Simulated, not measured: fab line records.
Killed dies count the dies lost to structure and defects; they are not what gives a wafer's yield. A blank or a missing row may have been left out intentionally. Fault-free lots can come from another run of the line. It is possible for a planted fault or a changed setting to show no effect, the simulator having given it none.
Matching of chambers :: flow gf180mcu :: cmp-01 running GF_V4_CMP_26: 4 sister chambers
The step polishes, stops on SiO2, t overpolish 15 s, target thk 0 nm. 8 wafers are shown with their chamber, then 12 later ones without.

## WAFERS WITH THEIR CHAMBER
wafer: L084.5
chamber: 1
motor-current-A (A): 11.7
time-to-endpoint-s (s): 80

wafer: L085.1
chamber: 0
motor-current-A (A): 12.7
time-to-endpoint-s (s): 88

wafer: L085.6
chamber: 2
motor-current-A (A): 11.6
time-to-endpoint-s (s): 89

wafer: L088.1
chamber: 0
motor-current-A (A): 11.3
time-to-endpoint-s (s): 89

wafer: L088.4
chamber: 1
motor-current-A (A): 12.4
time-to-endpoint-s (s): 82

wafer: L090.3
chamber: 3
motor-current-A (A): 9.8
time-to-endpoint-s (s): 82

wafer: L090.5
chamber: 3
motor-current-A (A): 9.5
time-to-endpoint-s (s): 86

wafer: L090.6
chamber: 2
motor-current-A (A): 11.2
time-to-endpoint-s (s): 91

## WAFERS WITH NO CHAMBER GIVEN
wafer: L091.1
motor-current-A (A): 11.8
time-to-endpoint-s (s): 80

wafer: L091.2
motor-current-A (A): 12.0
time-to-endpoint-s (s): 87

wafer: L091.5
motor-current-A (A): 9.4
time-to-endpoint-s (s): 85

wafer: L093.1
motor-current-A (A): 11.2
time-to-endpoint-s (s): 92

wafer: L093.2
motor-current-A (A): 12.5
time-to-endpoint-s (s): 81

wafer: L093.4
motor-current-A (A): 12.2
time-to-endpoint-s (s): 85

wafer: L094.1
motor-current-A (A): 12.0
time-to-endpoint-s (s): 84

wafer: L094.2
motor-current-A (A): 11.5
time-to-endpoint-s (s): 95

wafer: L094.4
motor-current-A (A): 12.3
time-to-endpoint-s (s): 84

wafer: L097.4
motor-current-A (A): 12.4
time-to-endpoint-s (s): 83

wafer: L097.5
motor-current-A (A): 11.8
time-to-endpoint-s (s): 92

wafer: L097.6
motor-current-A (A): 9.9
time-to-endpoint-s (s): 87

## EACH ONE'S CHAMBER
wafer: L091.1
from the rows above: 1
in truth: 1

wafer: L091.2
from the rows above: can't be placed: 0 or 2
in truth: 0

wafer: L091.5
from the rows above: 3
in truth: 3

wafer: L093.1
from the rows above: can't be placed: 2 or 0
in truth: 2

wafer: L093.2
from the rows above: 1
in truth: 1

wafer: L093.4
from the rows above: can't be placed: 0 or 1 or 2
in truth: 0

wafer: L094.1
from the rows above: can't be placed: 1 or 0 or 2
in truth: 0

wafer: L094.2
from the rows above: can't be placed: 2 or 0
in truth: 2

wafer: L094.4
from the rows above: can't be placed: 1 or 0 or 2
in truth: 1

wafer: L097.4
from the rows above: can't be placed: 1 or 0
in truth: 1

wafer: L097.5
from the rows above: can't be placed: 2 or 0
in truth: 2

wafer: L097.6
from the rows above: can't be placed: 3 or 2 or 0
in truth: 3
Correctly placed: 3 of 12. Can't be placed from these rows: 9 (the true chamber is among the candidates in 9). Wrongly placed: 0.
How it was worked out, from the rows above alone: a wafer's distance from a chamber is the root of the sum, over the readings, of the square of ((its reading less the chamber's mean) divided by the reading's scatter). If the next closest chamber is less than 2 further off than the closest, the wafer can't be placed; otherwise it belongs to the closest. Each chamber's mean is taken over the wafers shown for it. The scatter is the square root of a quotient: the sum, over the shown wafers, of each reading's squared deviation from its chamber's mean, divided by wafers minus chambers.
